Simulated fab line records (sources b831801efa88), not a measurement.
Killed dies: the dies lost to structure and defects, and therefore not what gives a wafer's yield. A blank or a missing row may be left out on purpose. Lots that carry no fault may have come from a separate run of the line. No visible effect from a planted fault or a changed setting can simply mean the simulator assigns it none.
fab line records	flow sky130
record lots=6	wafers=18	last_day=49
route steps=708 shown POLY_GATE@227 LDD_N@237 PAD_OPEN@708
lots that met no fault: from a run of the same line without faults
start_h: the number of hours between the record's first day and the start of the first shown wafer of the lot	wait_h: hours from the lot's prior step to this one	" same as the row above	L1.1+2: one row covering several wafers at once	- no value, or no start was given	* or withheld: withheld	< > ~ a bound
route shown NAME@n: NAME is a module with steps in the file, n the number in the route of the first one	usual: the fault-free wafers' mean and standard deviation	same: alike in all rows	chamber/n: place in a boat	sites: per-site readings	_std_site: how widely they spread, as a standard deviation	_edge_site: mean of outer sites minus mean of inner sites	radius_mm: how far each site lies from the wafer's centre	mask NAME#n: copy n	behind: the most recent tool/chamber to have shaped the wafer	hold: cause of the lot's hold/its duration in hours/its outcome	device: transistor that didn't switch, given as n, p or np	end of line: at the end of the route, the tests of the same wafers	a step without rows: its recipe alone	killed: dies that structure and defects cost at the first sort, which is not the same as the wafer's yield	map: dies across one wafer; x = killed, . = not, _ = none there
set.NAME: setting as actually run; set.NAME@STEP: the setting as run at that earlier step	model.NAME: the simulator's own value behind a step, which no gauge read
lots at some steps of the route; a table a step, a row a wafer
services: from which hour (start_h, from the record's first day; less than 0 if before it) a tool's chamber was out of use, for how many hours, and why
## steps
# step SKY_POLY_GATE_CD_MEAS_13
# recipe target_cd_nm=150
# usual cd_nm=150.0/1.4
lot.wafer	tool	chamber	start_h	wait_h	cd_nm
L928.2	cd_sem-02	-	436.64	-	151.4
L928.3	"	-	"	"	151.4
L928.6	"	-	"	"	150.4
L930.1	cd_sem-01	-	448.90	-	149.8
L930.2	"	-	"	"	149.8
L930.4	"	-	"	"	151.5
L933.2	cd_sem-02	-	474.26	-	150.4
L933.3	"	-	"	"	149.0
L933.5	"	-	"	"	150.1
L935.1	cd_sem-01	-	488.79	-	147.0
L935.2	"	-	"	"	147.5
L935.4	"	-	"	"	147.9
L936.1	cd_sem-02	-	497.29	-	151.0
L936.2	"	-	"	"	149.7
L936.4	"	-	"	"	150.4
L941.1	cd_sem-01	-	542.44	-	149.5
L941.2	"	-	"	"	149.7
L941.5	"	-	"	"	149.3
# step SKY_POLY_GATE_OVL_MEAS_14
# usual POLY_GATE_OVL=-1/6.2
lot.wafer	tool	chamber	start_h	wait_h	POLY_GATE_OVL[nm]
L928.2	overlay-02	-	436.75	0.1	-7
L928.3	"	-	"	"	2
L928.6	"	-	"	"	-7
L930.1	overlay-01	-	449.02	0.1	2
L930.2	"	-	"	"	14
L930.4	"	-	"	"	0
L933.2	overlay-01	-	474.37	0.1	11
L933.3	"	-	"	"	9
L933.5	"	-	"	"	7
L935.1	overlay-01	-	488.91	0.1	-12
L935.2	"	-	"	"	-4
L935.4	"	-	"	"	2
L936.1	overlay-02	-	497.41	0.1	7
L936.2	"	-	"	"	3
L936.4	"	-	"	"	6
L941.1	overlay-02	-	542.56	0.1	6
L941.2	"	-	"	"	2
L941.5	"	-	"	"	-4
# step SKY_POLY_GATE_ETCH_15
# recipe chemistry=N2/H2	target=BARC	ion_energy_ev=200	source_w=500	bias_w=100	pressure_mtorr=30	n2_flow_sccm=100	h2_flow_sccm=200	stop_on=SiO2	time_s=118.5	target_depth_a=1100
# usual drypump_motor_current_A=5.6/0.5	oes_product_au=0.716/0.0048	throttle_valve_pct=13.213/0.0091
lot.wafer	tool	chamber	start_h	wait_h	drypump_motor_current_A	oes_product_au	rf_hours_counter_h	throttle_valve_pct
L928.2	rie_diel-03	1	436.78	0.0	5.3	0.719	29	13.216
L928.3	"	3	"	"	6.4	0.715	3	13.214
L928.6	"	1	"	"	5.3	0.708	-	13.207
L930.1	rie_diel-02	2	449.05	0.0	5.1	0.712	0	13.208
L930.2	"	0	"	"	5.9	0.722	12	13.215
L930.4	"	0	"	"	5.9	0.711	-	13.213
L933.2	rie_diel-02	1	474.40	0.0	5.4	0.714	0	13.209
L933.3	"	0	"	"	6.0	0.719	13	13.199
L933.5	"	2	"	"	5.1	0.714	-	13.208
L935.1	rie_diel-02	1	488.95	0.0	5.4	0.714	0	13.209
L935.2	"	0	"	"	6.0	0.711	13	13.200
L935.4	"	3	"	"	5.5	0.714	90	13.205
L936.1	rie_diel-04	0	497.45	0.0	6.2	0.714	39	13.214
L936.2	"	3	"	"	5.7	0.710	3	13.213
L936.4	"	1	"	"	6.2	0.717	4	13.203
L941.1	rie_diel-02	0	542.60	0.0	5.9	0.723	14	13.208
L941.2	"	2	"	"	5.1	0.721	2	13.203
L941.5	"	2	"	"	5.1	0.710	-	13.209
# step SKY_POLY_GATE_ETCH_16
# recipe stop_on=poly-Si	chemistry=CH3F/O2	target=Si3N4	source_w=400	bias_w=80	pressure_mtorr=25	ch3f_flow_sccm=40	O2_flow_sccm=30	time_s=147.5	target_depth_a=750
# usual drypump_motor_current_A=5.6/0.51	oes_product_au=0.642/0.0051	throttle_valve_pct=10.535/0.0084
lot.wafer	tool	chamber	start_h	wait_h	drypump_motor_current_A	oes_product_au	rf_hours_counter_h	throttle_valve_pct
L928.2	rie_diel-03	1	436.86	0.0	5.3	0.642	29	10.535
L928.3	"	3	"	"	6.4	0.647	3	10.510
L928.6	"	1	"	"	5.3	0.638	-	10.541
L930.1	rie_diel-02	2	449.14	0.0	5.1	0.649	0	10.526
L930.2	"	0	"	"	5.9	0.646	12	10.534
L930.4	"	0	"	"	5.9	0.645	-	10.540
L933.2	rie_diel-02	1	474.48	0.0	5.4	0.643	0	10.537
L933.3	"	0	"	"	5.9	0.648	13	10.541
L933.5	"	2	"	"	5.1	0.646	-	10.530
L935.1	rie_diel-02	1	489.03	0.0	5.4	0.643	1	10.533
L935.2	"	0	"	"	5.9	0.637	13	10.544
L935.4	"	3	"	"	5.5	0.644	90	10.532
L936.1	rie_diel-04	0	497.53	0.0	6.3	0.647	39	10.548
L936.2	"	3	"	"	5.7	0.654	3	10.523
L936.4	"	1	"	"	6.2	0.638	4	10.527
L941.1	rie_diel-02	0	542.68	0.0	5.9	0.641	14	10.540
L941.2	"	2	"	"	5.1	0.634	2	10.533
L941.5	"	2	"	"	5.1	0.644	-	10.541
# step SKY_POLY_GATE_ETCH_17
# recipe target_depth_nm=180	stop_on=SiO2	over_etch_frac=0.56667	chemistry=HBr/Cl2	target=poly-Si	icp_w=400	bias_w=100	pressure_mtorr=10	HBr_flow_sccm=150	Cl2_flow_sccm=50	time_s=70.5
# usual drypump_motor_current_A=6.0/0.36	he_backside_leak_sccm=2.69/0.17	oes_product_au=0.992/0.0068	throttle_valve_pct=33.683/0.0084
lot.wafer	tool	chamber	start_h	wait_h	drypump_motor_current_A	he_backside_leak_sccm	oes_product_au	rf_hours_counter_h	throttle_valve_pct
L928.2	rie_si-01	3	436.96	0.0	5.4	2.92	1.009	49	33.675
L928.3	"	1	"	"	5.4	2.66	1.003	23	33.701
L928.6	"	3	"	"	5.4	2.73	1.001	-	33.682
L930.1	rie_si-01	0	449.23	0.0	6.1	2.61	0.986	0	33.692
L930.2	"	2	"	"	6.5	2.54	1.006	7	33.696
L930.4	"	3	"	"	5.4	2.86	1.006	50	33.689
L933.2	rie_si-02	1	474.58	0.0	6.1	2.77	0.987	31	33.688
L933.3	"	0	"	"	5.9	3.21	1.001	31	33.687
L933.5	"	1	"	"	6.0	2.74	0.991	-	33.678
L935.1	rie_si-02	1	489.13	0.0	6.0	2.79	0.998	31	33.682
L935.2	"	3	"	"	6.2	2.44	0.989	4	33.690
L935.4	"	2	"	"	6.2	2.68	0.995	10	33.689
L936.1	rie_si-01	2	497.63	0.0	6.5	2.65	0.996	7	33.679
L936.2	"	3	"	"	5.4	2.74	0.984	50	33.681
L936.4	"	1	"	"	5.4	2.80	0.984	23	33.680
L941.1	rie_si-02	0	542.78	0.0	5.9	2.61	0.996	31	33.676
L941.2	"	2	"	"	6.2	2.59	0.985	10	33.690
L941.5	"	1	"	"	6.0	2.65	0.990	-	33.673
# step SKY_POLY_GATE_STRIP_18
# recipe chemistry=O2/N2	power_w=1400	pressure_mtorr=1500	platen_temp_c=withheld	o2_flow_sccm=3000	n2_flow_sccm=300	overash_fraction=0.5
# usual drypump_motor_current_A=5.4/0.37	oes_product_au=0.360/0.0048	strip_time_to_endpoint_s=3.158/0.029
lot.wafer	tool	chamber	start_h	wait_h	drypump_motor_current_A	oes_product_au	rf_hours_counter_h	strip_time_to_endpoint_s
L928.2	plasma_asher-03	0	437.01	0.0	5.5	0.362	33	3.161
L928.3	"	0	"	"	5.4	0.359	-	3.152
L928.6	"	1	"	"	4.9	0.367	-	3.174
L930.1	plasma_asher-04	0	449.29	0.0	6.1	0.368	63	3.162
L930.2	"	1	"	"	5.6	0.357	63	3.156
L930.4	"	0	"	"	6.2	0.353	-	3.106
L933.2	plasma_asher-04	1	474.63	0.0	5.7	0.358	65	3.144
L933.3	"	1	"	"	5.6	0.360	-	3.160
L933.5	"	0	"	"	6.1	0.353	-	3.170
L935.1	plasma_asher-02	0	489.18	0.0	5.7	0.359	79	3.145
L935.2	"	1	"	"	5.1	0.364	79	3.171
L935.4	"	1	"	"	5.1	0.364	-	3.130
L936.1	plasma_asher-04	0	497.68	0.0	6.1	0.363	67	3.199
L936.2	"	1	"	"	5.7	0.361	67	3.159
L936.4	"	1	"	"	5.7	0.367	-	3.143
L941.1	plasma_asher-03	1	542.83	0.0	4.9	0.366	43	3.160
L941.2	"	0	"	"	5.4	0.360	43	3.187
L941.5	"	1	"	"	4.9	0.359	-	3.168
# step SKY_POLY_GATE_CLEAN_19
# recipe chemistry=SC1/SC2	mix=1:4:20	temp_c=70	time_s=150	dry=n2_spin
# step SKY_POLY_GATE_OXIDATION_20
# recipe temp_c=850	ambient=O2	stabilise_s=600	purge_s=300	target_thk_a=40	ox_time_s=899
# step SKY_POLY_GATE_THK_MEAS_21
# recipe reads=SiO2_of_POLY_GATE_OXIDATION_20
# usual POLY_GATE_OXIDATION_THK=3.97/0.066
lot.wafer	tool	chamber	start_h	wait_h	POLY_GATE_OXIDATION_THK[nm]
L928.2	film_metro-04	-	439.19	0.0	4.02
L928.3	"	-	"	"	3.97
L928.6	"	-	"	"	3.95
L930.1	film_metro-03	-	451.64	0.0	3.91
L930.2	"	-	"	"	3.95
L930.4	"	-	"	"	3.87
L933.2	film_metro-03	-	476.04	0.0	4.03
L933.3	"	-	"	"	3.99
L933.5	"	-	"	"	3.99
L935.1	film_metro-04	-	490.58	0.0	4.09
L935.2	"	-	"	"	4.02
L935.4	"	-	"	"	4.05
L936.1	film_metro-03	-	499.08	0.0	3.99
L936.2	"	-	"	"	3.95
L936.4	"	-	"	"	4.02
L941.1	film_metro-03	-	544.24	0.0	4.01
L941.2	"	-	"	"	4.00
L941.5	"	-	"	"	4.05
# step SKY_POLY_GATE_CD_MEAS_22
# usual cd_nm=150.6/1.7
lot.wafer	tool	chamber	start_h	wait_h	cd_nm
L928.2	cd_sem-01	-	439.27	0.1	152.8
L928.3	"	-	"	"	154.2
L928.6	"	-	"	"	151.3
L930.1	cd_sem-02	-	451.70	0.1	151.7
L930.2	"	-	"	"	149.8
L930.4	"	-	"	"	151.5
L933.2	cd_sem-01	-	476.12	0.1	152.0
L933.3	"	-	"	"	151.6
L933.5	"	-	"	"	152.1
L935.1	cd_sem-01	-	490.64	0.1	147.3
L935.2	"	-	"	"	148.8
L935.4	"	-	"	"	149.8
L936.1	cd_sem-02	-	499.14	0.1	151.2
L936.2	"	-	"	"	150.6
L936.4	"	-	"	"	150.9
L941.1	cd_sem-01	-	544.30	0.1	150.0
L941.2	"	-	"	"	151.5
L941.5	"	-	"	"	150.6
# step SKY_LDD_N_DEHYDRATE_00
# recipe temp_c=200	time_s=60
# step SKY_LDD_N_HMDS_01
# recipe prime_time_s=60	prime_temp_c=120
# step SKY_LDD_N_COAT_02
# recipe resist=NOVOLAK	spin_rpm=3000	resist_thk_nm=300
# usual exhaust_pa=45.0/0.89
lot.wafer	tool	chamber	start_h	wait_h	exhaust_pa	model.NOVOLAK_of_LDD_N_COAT_02.thk_nm
L928.2	litho_track-03	0	454.36	0.1	45.5	298.8
L928.3	"	0	"	"	44.2	298.8
L928.6	"	0	"	"	45.4	298.8
L930.1	litho_track-03	0	466.44	0.1	45.0	300.1
L930.2	"	0	"	"	46.0	300
L930.4	"	0	"	"	44.9	300.1
L933.2	litho_track-03	0	491.71	0.1	44.1	300.5
L933.3	"	0	"	"	44.6	300.4
L933.5	"	0	"	"	45.2	300.2
L935.1	litho_track-03	0	505.44	0.1	44.6	331.5
L935.2	"	0	"	"	46.2	331.4
L935.4	"	0	"	"	44.5	330.2
L936.1	litho_track-03	0	514.59	0.1	43.3	330.6
L936.2	"	0	"	"	44.9	330.1
L936.4	"	0	"	"	44.6	330
L941.1	litho_track-02	0	558.32	0.1	45.0	300.4
L941.2	"	0	"	"	44.6	300.4
L941.5	"	0	"	"	45.6	299.7
# step SKY_LDD_N_SOFTBAKE_03
# recipe temp_c=90	time_s=60	resist=NOVOLAK
# step SKY_LDD_N_EXPOSE_04
# recipe mask_id=NTM	target_cd_nm=840	na=0.6	source_shape=conventional	sigma_outer=0.6	dose_mj=110
# step SKY_LDD_N_PEB_05
# recipe temp_c=withheld	time_s=*	resist=NOVOLAK
# step SKY_LDD_N_DEVELOP_06
# recipe develop_time_s=60	dev_temp_c=23
# usual exhaust_pa=45.0/0.96
lot.wafer	tool	chamber	start_h	wait_h	exhaust_pa	model.NOVOLAK_of_LDD_N_COAT_02.thk_nm
L928.2	litho_track-03	0	469.36	0.1	44.0	298.4
L928.3	"	0	"	"	45.1	298.4
L928.6	"	0	"	"	45.8	298.4
L930.1	litho_track-03	0	482.59	0.1	43.8	299.7
L930.2	"	0	"	"	44.9	299.6
L930.4	"	0	"	"	44.6	299.7
L933.2	litho_track-01	0	507.11	0.1	45.6	300.1
L933.3	"	0	"	"	44.4	300
L933.5	"	0	"	"	46.0	299.8
L935.1	litho_track-02	0	521.12	0.1	45.7	331.1
L935.2	"	0	"	"	46.1	330.9
L935.4	"	0	"	"	43.6	329.7
L936.1	litho_track-03	0	529.04	0.1	46.5	330.1
L936.2	"	0	"	"	45.0	329.7
L936.4	"	0	"	"	45.1	329.6
L941.1	litho_track-02	0	573.82	0.1	42.8	300
L941.2	"	0	"	"	44.3	300
L941.5	"	0	"	"	44.9	299.3
# step SKY_LDD_N_OVL_MEAS_07
# usual LDD_N_OVL=-0.8/1.6
lot.wafer	tool	chamber	start_h	wait_h	LDD_N_OVL[nm]
L928.2	overlay-01	-	469.49	0.1	-1.8
L928.3	"	-	"	"	-3.1
L928.6	"	-	"	"	-3.6
L930.1	overlay-02	-	482.74	0.1	-2.4
L930.2	"	-	"	"	-2.1
L930.4	"	-	"	"	-2.2
L933.2	overlay-01	-	507.25	0.1	-0.5
L933.3	"	-	"	"	-0.1
L933.5	"	-	"	"	-1.0
L935.1	overlay-01	-	521.27	0.1	-1.8
L935.2	"	-	"	"	0.0
L935.4	"	-	"	"	0.8
L936.1	overlay-01	-	529.19	0.1	0.0
L936.2	"	-	"	"	0.4
L936.4	"	-	"	"	-0.8
L941.1	overlay-01	-	573.97	0.1	-1.1
L941.2	"	-	"	"	-0.5
L941.5	"	-	"	"	-1.9
# step SKY_LDD_N_IMPLANT_08
# recipe species=As	energy_kev=20	dose_cm2=7.5e+13	tilt_deg=withheld	rotation_deg=23
# step SKY_LDD_N_IMPLANT_09
# recipe species=As	energy_kev=20	dose_cm2=7.5e+13	tilt_deg=withheld	rotation_deg=113
# step SKY_LDD_N_IMPLANT_10
# recipe species=As	energy_kev=20	dose_cm2=7.5e+13	tilt_deg=withheld	rotation_deg=203
# step SKY_LDD_N_IMPLANT_11
# recipe species=As	energy_kev=20	dose_cm2=7.5e+13	tilt_deg=withheld	rotation_deg=293
# step SKY_LDD_N_IMPLANT_12
# recipe species=BF2	energy_kev=50	dose_cm2=5e+12	tilt_deg=30	rotation_deg=0
# step SKY_LDD_N_IMPLANT_13
# recipe species=BF2	energy_kev=50	dose_cm2=5e+12	tilt_deg=30	rotation_deg=90
# step SKY_LDD_N_IMPLANT_14
# recipe species=BF2	energy_kev=50	dose_cm2=5e+12	tilt_deg=30	rotation_deg=180
# step SKY_LDD_N_IMPLANT_15
# recipe species=BF2	energy_kev=50	dose_cm2=5e+12	tilt_deg=30	rotation_deg=270
# step SKY_LDD_N_STRIP_16
# recipe chemistry=O2/N2	power_w=1400	pressure_mtorr=1500	platen_temp_c=withheld	o2_flow_sccm=3000	n2_flow_sccm=300	overash_fraction=0.5
# usual drypump_motor_current_A=5.4/0.37	oes_product_au=0.406/0.0044	strip_time_to_endpoint_s=4.309/0.014
lot.wafer	tool	chamber	start_h	wait_h	drypump_motor_current_A	oes_product_au	rf_hours_counter_h	strip_time_to_endpoint_s
L928.2	plasma_asher-03	0	471.46	0.1	5.4	0.405	36	4.307
L928.3	"	1	"	"	4.9	0.404	-	4.310
L928.6	"	0	"	"	5.5	0.406	-	4.305
L930.1	plasma_asher-04	1	483.97	0.1	5.7	0.393	66	4.323
L930.2	"	0	"	"	6.1	0.406	66	4.321
L930.4	"	0	"	"	6.1	0.410	-	4.320
L933.2	plasma_asher-03	1	508.48	0.1	5.0	0.409	40	4.337
L933.3	"	1	"	"	4.9	0.407	-	4.311
L933.5	"	0	"	"	5.4	0.408	-	4.319
L935.1	plasma_asher-01	1	522.51	0.1	5.6	0.426	10	4.731
L935.2	"	0	"	"	5.1	0.418	10	4.716
L935.4	"	0	"	"	5.2	0.423	-	4.715
L936.1	plasma_asher-04	0	530.42	0.1	6.1	0.427	70	4.716
L936.2	"	1	"	"	5.6	0.420	70	4.696
L936.4	"	0	"	"	6.2	0.422	-	4.704
L941.1	plasma_asher-04	0	575.21	0.1	6.1	0.412	72	4.318
L941.2	"	1	"	"	5.7	0.407	72	4.314
L941.5	"	0	"	"	6.1	0.404	-	4.324
# step SKY_LDD_N_TW_MEAS_17
# usual LDD_N_TW=2561/18
lot.wafer	tool	chamber	start_h	wait_h	LDD_N_TW
L928.2	film_metro-04	-	471.57	0.1	2575
L928.3	"	-	"	"	2581
L928.6	"	-	"	"	2567
L930.1	film_metro-01	-	484.07	0.1	2550
L930.2	"	-	"	"	2538
L930.4	"	-	"	"	2547
L933.2	film_metro-01	-	508.59	0.1	2545
L933.3	"	-	"	"	2566
L933.5	"	-	"	"	2555
L935.1	film_metro-04	-	522.61	0.1	2594
L935.2	"	-	"	"	2592
L935.4	"	-	"	"	2592
L936.1	film_metro-02	-	530.52	0.1	2548
L936.2	"	-	"	"	2556
L936.4	"	-	"	"	2537
L941.1	film_metro-02	-	575.31	0.1	2559
L941.2	"	-	"	"	2566
L941.5	"	-	"	"	2569
# step SKY_PAD_OPEN_PROBE_99
# usual killed_at_M0_to_M3=43/6.5	killed_at_M4_up=3.5/1.9	killed_at_contacts=24/5.4	killed_at_front_end=16/4.8	killed_at_other=0.4/0.64	killed_dies=87/9.4	killed_open=47/7	killed_short=40/6.3
# same gross_dies=492	killed_at_back_side=0
lot.wafer	tool	chamber	start_h	wait_h	killed_at_M0_to_M3	killed_at_M4_up	killed_at_contacts	killed_at_front_end	killed_at_other	killed_dies	killed_open	killed_short
L928.2	prober-02	-	1121.46	0.1	44	6	16	21	0	87	42	45
L928.3	prober-02	-	1121.51	0.2	42	7	27	24	0	100	47	53
L928.6	prober-02	-	1121.66	0.2	39	2	17	13	0	71	39	32
L930.1	prober-02	-	1126.81	0.1	37	3	17	15	0	72	38	34
L930.2	prober-02	-	1126.86	0.1	40	2	25	16	1	84	46	38
L930.4	prober-02	-	1126.96	0.2	44	7	28	16	0	95	54	40
L933.2	prober-02	-	1144.66	0.1	38	3	36	15	1	93	51	41
L933.3	prober-02	-	1144.71	0.2	43	5	21	14	2	85	43	40
L933.5	prober-02	-	1144.81	0.2	49	3	23	17	1	93	46	46
L935.1	prober-02	-	1150.66	0.1	50	3	18	28	0	99	55	44
L935.2	prober-02	-	1150.71	0.1	47	6	21	15	0	89	46	43
L935.4	prober-02	-	1150.81	0.2	43	4	29	22	2	100	49	51
L936.1	prober-01	-	1157.31	0.1	55	6	25	6	1	93	55	38
L936.2	prober-01	-	1157.36	0.1	52	5	33	13	0	103	57	46
L936.4	prober-01	-	1157.46	0.2	37	2	22	10	0	71	36	35
L941.1	prober-02	-	1181.39	0.1	41	3	30	25	0	99	59	40
L941.2	prober-02	-	1181.44	0.1	35	3	21	11	0	70	37	33
L941.5	prober-02	-	1181.59	0.2	39	4	31	14	0	88	52	36
# killed by level:class
L928.2 VIA1:geometric_particle:open=10 VIA1:geometric_particle:short=8 POLY_GATE:geometric_particle:open=7 VIA2:geometric_particle:open=6 METAL1:geometric_particle:short=5 FIELD_ISO:geometric_particle:short=4 POLY_GATE:geometric_particle:short=4 VIA2:geometric_particle:short=4
L928.3 VIA1:geometric_particle:open=12 CONTACT:geometric_particle:short=8 METAL1:geometric_particle:short=8 VIA1:geometric_particle:short=8 FIELD_ISO:geometric_particle:open=7 LI_CONTACT:geometric_particle:open=7 POLY_GATE:geometric_particle:open=6 CONTACT:geometric_particle:open=5
L928.6 VIA3:geometric_particle:open=10 VIA1:geometric_particle:open=7 VIA2:geometric_particle:open=7 FIELD_ISO:geometric_particle:short=6 LI_CONTACT:geometric_particle:open=6 CONTACT:geometric_particle:short=4 VIA1:geometric_particle:short=4 CONTACT:geometric_particle:open=3
L930.1 VIA1:geometric_particle:open=9 VIA2:geometric_particle:open=8 CONTACT:geometric_particle:open=8 FIELD_ISO:geometric_particle:short=6 LI_CONTACT:geometric_particle:open=5 VIA3:geometric_particle:open=5 VIA2:geometric_particle:short=4 LOCAL_INTERCONNECT:geometric_particle:short=3
L930.2 LI_CONTACT:geometric_particle:open=11 POLY_GATE:geometric_particle:short=7 CONTACT:geometric_particle:open=7 VIA1:geometric_particle:open=7 VIA2:geometric_particle:open=6 METAL2:geometric_particle:short=6 METAL1:geometric_particle:short=5 FIELD_ISO:geometric_particle:open=3
L930.4 CONTACT:geometric_particle:open=14 VIA1:geometric_particle:open=8 METAL2:geometric_particle:short=7 LI_CONTACT:geometric_particle:open=6 VIA1:geometric_particle:short=6 VIA3:geometric_particle:open=6 VIA2:geometric_particle:open=5 SPACER:geometric_particle:open=4
L933.2 VIA1:geometric_particle:open=12 LI_CONTACT:geometric_particle:open=11 CONTACT:geometric_particle:open=8 LOCAL_INTERCONNECT:geometric_particle:short=7 VIA2:geometric_particle:open=5 POLY_GATE:geometric_particle:short=5 CONTACT:geometric_particle:short=5 METAL1:geometric_particle:short=5
L933.3 VIA3:geometric_particle:open=9 VIA1:geometric_particle:open=8 METAL2:geometric_particle:short=6 LI_CONTACT:geometric_particle:open=5 FIELD_ISO:geometric_particle:open=4 FIELD_ISO:geometric_particle:short=4 CONTACT:geometric_particle:short=4 CONTACT:geometric_particle:open=4
L933.5 VIA1:geometric_particle:open=11 METAL1:geometric_particle:short=9 LI_CONTACT:geometric_particle:open=7 CONTACT:geometric_particle:short=7 VIA2:geometric_particle:open=6 METAL2:geometric_particle:short=6 POLY_GATE:geometric_particle:open=5 VIA3:geometric_particle:open=5
L935.1 VIA1:geometric_particle:open=12 FIELD_ISO:geometric_particle:short=11 LI_CONTACT:geometric_particle:open=7 VIA1:geometric_particle:short=7 VIA2:geometric_particle:open=7 METAL1:geometric_particle:short=6 VIA3:geometric_particle:open=6 FIELD_ISO:geometric_particle:open=5
L935.2 VIA1:geometric_particle:open=13 CONTACT:geometric_particle:open=9 METAL1:geometric_particle:short=8 VIA1:geometric_particle:short=7 FIELD_ISO:geometric_particle:short=5 LI_CONTACT:geometric_particle:open=5 VIA3:geometric_particle:short=4 FIELD_ISO:geometric_particle:open=3
L935.4 VIA1:geometric_particle:open=14 LI_CONTACT:geometric_particle:open=7 CONTACT:geometric_particle:open=7 METAL1:geometric_particle:short=7 POLY_GATE:geometric_particle:short=6 FIELD_ISO:geometric_particle:open=5 CONTACT:geometric_particle:short=5 LOCAL_INTERCONNECT:geometric_particle:short=5
L936.1 VIA2:geometric_particle:open=13 CONTACT:geometric_particle:open=10 VIA1:geometric_particle:open=9 VIA3:geometric_particle:open=8 LI_CONTACT:geometric_particle:open=7 METAL1:geometric_particle:short=7 CONTACT:geometric_particle:short=5 METAL4:geometric_particle:short=5
L936.2 CONTACT:geometric_particle:open=15 VIA1:geometric_particle:open=10 VIA2:geometric_particle:open=9 METAL2:geometric_particle:short=8 LI_CONTACT:geometric_particle:open=5 LOCAL_INTERCONNECT:geometric_particle:short=5 METAL1:geometric_particle:short=5 CONTACT:geometric_particle:short=5
L936.4 CONTACT:geometric_particle:open=9 METAL1:geometric_particle:short=6 VIA3:geometric_particle:short=5 VIA3:geometric_particle:open=5 FIELD_ISO:geometric_particle:short=4 LI_CONTACT:geometric_particle:open=4 LOCAL_INTERCONNECT:geometric_particle:short=4 VIA1:geometric_particle:open=4
L941.1 LI_CONTACT:geometric_particle:open=12 VIA1:geometric_particle:open=10 FIELD_ISO:geometric_particle:short=9 VIA2:geometric_particle:open=8 CONTACT:geometric_particle:short=7 VIA3:geometric_particle:open=6 METAL2:geometric_particle:short=5 FIELD_ISO:geometric_particle:open=4
L941.2 VIA1:geometric_particle:open=11 CONTACT:geometric_particle:open=7 METAL2:geometric_particle:short=5 VIA2:geometric_particle:open=5 FIELD_ISO:geometric_particle:short=4 VIA2:geometric_particle:short=4 LI_CONTACT:geometric_particle:short=3 LI_CONTACT:geometric_particle:open=3
L941.5 LI_CONTACT:geometric_particle:open=13 VIA1:geometric_particle:open=11 VIA1:geometric_particle:short=7 CONTACT:geometric_particle:open=6 METAL2:geometric_particle:short=5 METAL1:geometric_particle:short=5 VIA3:geometric_particle:open=5 FIELD_ISO:geometric_particle:short=4
## services
tool	chamber	start_h	hours	kind
plasma_asher-01	-	421.25	9.0	pm
plasma_asher-02	-	421.50	2.8	pm
rie_diel-02	2	423.93	-	clean
rie_diel-02	2	423.93	19.1	scheduled_down
rie_diel-02	2	423.93	19.1	vent_cycle
rie_diel-02	0	441.90	5.3	repair
rie_diel-02	-	445.96	2.8	pm
rie_diel-02	1	448.71	-	clean
rie_diel-02	0	451.03	9.6	repair
rie_si-01	1	454.72	9.8	repair
rie_diel-03	-	468.30	0.1	repair
rie_diel-04	2	470.28	8.7	repair
rie_diel-03	-	489.04	15.6	pm
rie_diel-02	1	493.13	13.2	repair
plasma_asher-04	-	517.14	1.1	repair
rie_diel-02	3	527.21	1.9	repair
rie_si-01	1	546.01	2.9	repair
rie_si-01	3	546.01	7.9	repair
plasma_asher-04	-	548.57	16.9	repair
rie_diel-04	2	549.33	12.1	repair
rie_diel-03	3	556.97	13.9	repair
rie_diel-04	-	565.41	10.0	pm
plasma_asher-04	-	567.44	4.5	repair
rie_diel-02	-	568.70	28.1	pm
## key
first_sign step=SKY_LDD_N_STRIP_16	reading=strip_time_to_endpoint_s	direction=up	sigmas=29	usual=*	struck=*
effect step=SKY_LDD_N_STRIP_16	reading=oes_product_au	direction=up	sigmas=3.7	usual=0.406	struck=0.423
model_effect step=SKY_LDD_N_COAT_02	value=NOVOLAK_of_LDD_N_COAT_02.thk_nm	without=299.3	struck=330.6
model_effect step=SKY_LDD_N_DEVELOP_06	value=NOVOLAK_of_LDD_N_COAT_02.thk_nm	without=298.9	struck=330.2
met_at SKY_LDD_N_COAT_02
struck_wafers L935.1,L935.2,L935.4,L936.1,L936.2,L936.4
tester_left_out L935,L936
onset_between 491.71 505.44
fault kind=process_parameter_drift	tool=litho_track-03	chamber=-	onset_h=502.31	steps=SKY_LDD_N_COAT_02	channel=resist_thk_nm	offset=31.346	shape=step	end_h=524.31	acts_in=these_recipes_only	stated=300
# tester_left_out: of these lots the tester's yield and bins aren't shown, on N5 and GAA mostly nor the transistor test; their killed dies are dies lost to structure and defects alone, not to doping, threshold or leakage, so they don't give the yield
